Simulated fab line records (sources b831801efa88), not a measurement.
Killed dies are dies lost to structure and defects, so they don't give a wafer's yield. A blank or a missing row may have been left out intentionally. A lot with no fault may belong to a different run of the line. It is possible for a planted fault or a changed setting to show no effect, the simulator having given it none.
A lot that was struck, set against a sound lot + flow sky130 + 14 out of 708 route steps
Sound: these wafers, L877.1, L877.2, L877.3. Wafers struck: L867.1, L867.3, L867.6. The cause is named last.
Order at every step that has rows: each side's tool, ch and its chambers, its first start. Under that, the readings that differ: sound wafers + struck wafers + difference of the means + sigmas: that difference in standard deviations of wafers without a fault.
alike: readings whose means differ by less than 2 such deviations, and words and numbers that are the same on both sides. not compared: withheld readings, readings that some wafer has no value for, bounds like >300 that may hide the same value, and numbers for which the record gives no deviation and whose values overlap.
The two part at a step that has a row with sigmas, a row that says differs or no value, or rows on one side only. Numbers that have no deviation but don't overlap get no sigmas and don't part them. Lack of a reading on every wafer of one side parts them only where that side has two or more wafers.

SKY_METAL2_SPUTTER_02: material AlCu, target thk 250 nm, time 13.3 s.
  sound on pvd sputter-03, day 39 08:42; struck on pvd sputter-03, day 36 06:53
  alike: chamber pressure pa, throttle valve pct
SKY_METAL2_SPUTTER_03: material Ti, target thk 5 nm, time 3.3 s.
  sound on pvd sputter-03, day 39 08:44; struck on pvd sputter-03, day 36 06:55
  alike: chamber pressure pa, throttle valve pct
SKY_METAL2_SPUTTER_04: material TiN, target thk 70 nm, time 58.3 s.
  sound on pvd sputter-03, day 39 08:44; struck on pvd sputter-03, day 36 06:56
  alike: chamber pressure pa, throttle valve pct
SKY_METAL2_RS_MEAS_05: measures by four-point-probe.
  sound on film metro-01, day 39 08:47; struck on film metro-03, day 36 06:58
  alike: METAL2_ALCU_RS
SKY_METAL2_THK_MEAS_06: measures by xrf.
  sound on film metro-01, day 39 08:55; struck on film metro-03, day 36 07:05
  alike: METAL2_ALCU_THK
then, 7 steps without rows for these wafers: SKY_METAL2_DEHYDRATE_07 (time 60 s); SKY_METAL2_HMDS_08 (prime time 60 s); SKY_METAL2_COAT_09 (resist thk 60 nm); SKY_METAL2_COAT_10 (resist thk 450 nm); SKY_METAL2_SOFTBAKE_11 (time 90 s); SKY_METAL2_EXPOSE_12 (exposes mask MM2, target cd 140 nm); SKY_METAL2_PEB_13.
SKY_METAL2_DEVELOP_14: develop time 60 s.
  sound on litho track-02 ch 0, day 40 08:00; struck on litho track-02, day 37 08:00
  no value came back on the struck wafers for chill plate temp C (C), develop time s (s); on the sound wafers chill plate temp C (C) reads 23.09 23.20 23.06
| reading                                       | sound             | struck            | difference | sigmas |
|-----------------------------------------------|-------------------|-------------------|------------|--------|
| model.KrF-thick_of_METAL2_COAT_10.thk nm (nm) | 434.1 434.8 433.7 | 449.4 448.5 451.1 | +15.5      |        |
SKY_METAL2_CD_MEAS_15: the cd target is 140 nm.
  sound on cd sem-01, day 40 08:46; struck on cd sem-01, day 37 08:50
| reading    | sound             | struck | difference                    | sigmas |
|------------|-------------------|--------|-------------------------------|--------|
| cd nm (nm) | 139.8 137.2 139.1 | - - -  | no value on the struck wafers |        |

WHERE THEY PART
Last at SKY_METAL2_CD_MEAS_15 as far as this record goes, first at SKY_METAL2_DEVELOP_14.

WHY: what the simulator had put in
At SKY_METAL2_DEVELOP_14, the step was skipped entirely on litho track-02 from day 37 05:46 on. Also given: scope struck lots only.
